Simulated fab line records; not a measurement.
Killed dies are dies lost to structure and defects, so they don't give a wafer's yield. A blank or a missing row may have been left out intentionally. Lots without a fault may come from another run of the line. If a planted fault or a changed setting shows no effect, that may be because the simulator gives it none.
The tool behind it: which one? | flow sky130 | Sampling: 13 lots, 39 wafers, 4 of 708 route steps

== WHAT THE GAUGES READ, wafer by wafer ==
SKY_VT_ADJUST_LVTN_TW_MEAS_10. Usual: for VT_ADJUST_LVTN_TW the level is 239.7 and the standard deviation is 1.8.
lot  | measured     | on            | VT_ADJUST_LVTN_TW | flag
L752 | day 6 19:10  | film metro-02 | 241.4 241.3 241.9 |
L753 | day 7 02:01  | film metro-04 | 238.6 237.2 239.9 |
L757 | day 8 08:46  | film metro-02 | 242.2 241.9 242.2 |
L760 | day 9 05:01  | film metro-02 | 240.9 241.6 241.4 |
L762 | day 9 18:45  | film metro-04 | 29.5 29.7 29.8    | OFF
L764 | day 9 23:58  | film metro-02 | 240.7 240.1 241.3 |
L765 | day 10 09:00 | film metro-04 | 238.5 239.2 239.2 |
L767 | day 10 22:14 | film metro-04 | 239.0 239.3 237.2 |
L770 | day 11 20:56 | film metro-04 | 237.9 239.3 237.3 |
L769 | day 11 22:14 | film metro-04 | 237.6 238.6 238.6 |
L772 | day 12 07:34 | film metro-02 | 241.9 242.4 242.0 |
L774 | day 12 15:56 | film metro-02 | 241.5 241.5 241.4 |
L775 | day 13 04:25 | film metro-03 | 240.1 238.9 240.2 |

SKY_VT_ADJUST_LVTN_OVL_MEAS_18. Usual: for VT_ADJUST_LVTN_01_OVL the level is 0.5 nm and the standard deviation is 1.3.
lot  | measured     | on         | VT_ADJUST_LVTN_01_OVL (nm) | flag
L752 | day 7 13:46  | overlay-02 | -0.4 1.7 -1.5              |
L753 | day 7 20:47  | overlay-02 | -0.7 0.7 0.0               |
L757 | day 9 05:23  | overlay-02 | -1.5 -1.0 -0.3             |
L760 | day 10 03:10 | overlay-02 | 0.3 -0.4 1.8               |
L762 | day 10 16:34 | overlay-01 | -1.7 -2.2 -0.2             |
L764 | day 10 22:01 | overlay-01 | 0.7 -0.3 1.0               |
L765 | day 11 06:40 | overlay-01 | 1.9 1.1 1.7                |
L767 | day 11 20:55 | overlay-01 | 0.6 3.3 1.0                |
L770 | day 12 20:10 | overlay-01 | 0.9 0.9 1.2                |
L769 | day 12 20:47 | overlay-02 | 1.2 2.0 2.6                |
L772 | day 13 07:34 | overlay-02 | 2.3 0.3 -0.1               |
L774 | day 13 16:23 | overlay-02 | 1.2 -0.8 0.0               |
L775 | day 14 06:05 | overlay-02 | 0.1 0.8 0.2                |

== WHICH TOOL RAN EACH LOT (tool, then ch and the chambers of the sampled wafers, then the start) ==
lot  | SKY_VT_ADJUST_HVTP_STRIP_10          | SKY_VT_ADJUST_LVTN_STRIP_09
L752 | plasma asher-01 ch 0,1, day 6 00:10  | plasma asher-04 ch 1, day 6 19:04
L753 | plasma asher-02 ch 0,1, day 6 07:07  | plasma asher-02 ch 0,1, day 7 01:55
L757 | plasma asher-04 ch 0,1, day 7 12:34  | plasma asher-02 ch 0,1, day 8 08:40
L760 | plasma asher-01 ch 0,1, day 8 08:05  | plasma asher-04 ch 0,1, day 9 04:55
L762 | plasma asher-04 ch 0,1, day 8 21:01  | plasma asher-02 ch 0,1, day 9 18:39
L764 | plasma asher-01 ch 0,1, day 9 02:22  | plasma asher-03 ch 0, day 9 23:52
L765 | plasma asher-02 ch 0,1, day 9 10:41  | plasma asher-02 ch 0,1, day 10 08:54
L767 | plasma asher-02 ch 0,1, day 9 23:28  | plasma asher-04 ch 0,1, day 10 22:07
L770 | plasma asher-02 ch 0,1, day 10 22:07 | plasma asher-02 ch 0, day 11 20:49
L769 | plasma asher-01 ch 0,1, day 10 23:10 | plasma asher-04 ch 0,1, day 11 22:09
L772 | plasma asher-01 ch 0,1, day 11 09:13 | plasma asher-03 ch 0,1, day 12 07:28
L774 | plasma asher-04 ch 0,1, day 11 17:13 | plasma asher-02 ch 0,1, day 12 15:49
L775 | plasma asher-04 ch 0,1, day 12 03:56 | plasma asher-03 ch 0,1, day 13 04:19
- SKY_VT_ADJUST_HVTP_STRIP_10: strips in O2/N2.
- SKY_VT_ADJUST_LVTN_STRIP_09: strips in O2/N2.

== AS READ BY THE TOOLS THEMSELVES (means over the sampled wafers that have a number; for cases with no such wafer, the mark the record gives instead) ==
SKY_VT_ADJUST_HVTP_STRIP_10. Usual: chamber pressure mTorr 1500.1 mTorr, standard deviation 1.3; drypump motor current A 5.8 A, standard deviation 0.6; oes product au 0.715 a.u., standard deviation 0.0047; strip time to endpoint s 14.18 s, standard deviation 0.04.
lot  | tool            | chamber pressure mTorr (mTorr) | drypump motor current A (A) | oes product au (a.u.) | strip time to endpoint s (s) | flag
L752 | plasma asher-01 | 1500.2                         | 6.0                         | 0.718                 | 14.20                        |
L753 | plasma asher-02 | 1499.7                         | 5.4                         | 0.712                 | 14.20                        |
L757 | plasma asher-04 | 1500.4                         | 6.5                         | 0.719                 | 14.13                        |
L760 | plasma asher-01 | 1501.4                         | 5.7                         | 0.716                 | 14.16                        |
L762 | plasma asher-04 | 1496.3                         | 6.5                         | 0.909                 | -                            | OFF
L764 | plasma asher-01 | 1499.4                         | 5.6                         | 0.719                 | 14.17                        |
L765 | plasma asher-02 | 1500.9                         | 5.2                         | 0.714                 | 14.15                        |
L767 | plasma asher-02 | 1500.5                         | 5.2                         | 0.717                 | 14.14                        |
L770 | plasma asher-02 | 1500.2                         | 5.2                         | 0.712                 | 14.22                        |
L769 | plasma asher-01 | 1500.2                         | 5.7                         | 0.714                 | 14.15                        |
L772 | plasma asher-01 | 1500.1                         | 5.7                         | 0.720                 | 14.21                        |
L774 | plasma asher-04 | 1499.8                         | 6.5                         | 0.714                 | 14.23                        |
L775 | plasma asher-04 | 1500.9                         | 6.5                         | 0.713                 | 14.16                        |

SKY_VT_ADJUST_LVTN_STRIP_09. Usual: chamber pressure mTorr 1499.9 mTorr, standard deviation 1.4; drypump motor current A 5.8 A, standard deviation 0.59; oes product au 0.723 a.u., standard deviation 0.0043; strip time to endpoint s 36.93 s, standard deviation 0.094.
lot  | tool            | chamber pressure mTorr (mTorr) | drypump motor current A (A) | oes product au (a.u.) | strip time to endpoint s (s) | flag
L752 | plasma asher-04 | 1499.5                         | 6.6                         | 0.723                 | 36.99                        |
L753 | plasma asher-02 | 1500.9                         | 5.4                         | 0.720                 | 36.97                        |
L757 | plasma asher-02 | 1499.9                         | 5.2                         | 0.725                 | 37.04                        |
L760 | plasma asher-04 | 1498.4                         | 6.5                         | 0.723                 | 37.01                        |
L762 | plasma asher-02 | 1499.8                         | 5.1                         | 0.730                 | 48.55                        | OFF
L764 | plasma asher-03 | 1500.0                         | 6.1                         | 0.722                 | 36.87                        |
L765 | plasma asher-02 | 1498.2                         | 5.2                         | 0.718                 | 36.95                        |
L767 | plasma asher-04 | 1499.2                         | 6.4                         | 0.725                 | 36.95                        |
L770 | plasma asher-02 | 1498.1                         | 4.9                         | 0.726                 | 36.96                        |
L769 | plasma asher-04 | 1500.6                         | 6.5                         | 0.720                 | 36.88                        |
L772 | plasma asher-03 | 1499.1                         | 6.1                         | 0.721                 | 36.90                        |
L774 | plasma asher-02 | 1501.7                         | 5.2                         | 0.723                 | 36.89                        |
L775 | plasma asher-03 | 1499.4                         | 6.1                         | 0.724                 | 36.83                        |

== THE ANSWER, worked out from the rows above alone ==
Rule: a lot counts as off when the mean over its wafers that have a number is more than 3 standard deviations away from the usual mean. A lot without any number at a reading at which 4 lots or more have one is off too. All remaining lots with rows at the step are treated as sound. After the gauges, taken in route order, come the tools' own readings; for these a lot's mean is taken, as printed above. At the first step where some lot is off, the reading lying furthest off is the one used; lots without a number count as furthest.
Off: L762, at SKY_VT_ADJUST_LVTN_TW_MEAS_10 (VT_ADJUST_LVTN_TW).
A tool fits if, at a process step before that reading, it ran every lot that is off, and no sound lot after the first of them. The gauges at SKY_VT_ADJUST_LVTN_TW_MEAS_10 aren't tried: what is off there is off at SKY_VT_ADJUST_HVTP_STRIP_10 too, on other tools, and a gauge's error can't cause that. None of those tried fits.

== WHAT WAS PUT IN BY THE SIMULATOR ==
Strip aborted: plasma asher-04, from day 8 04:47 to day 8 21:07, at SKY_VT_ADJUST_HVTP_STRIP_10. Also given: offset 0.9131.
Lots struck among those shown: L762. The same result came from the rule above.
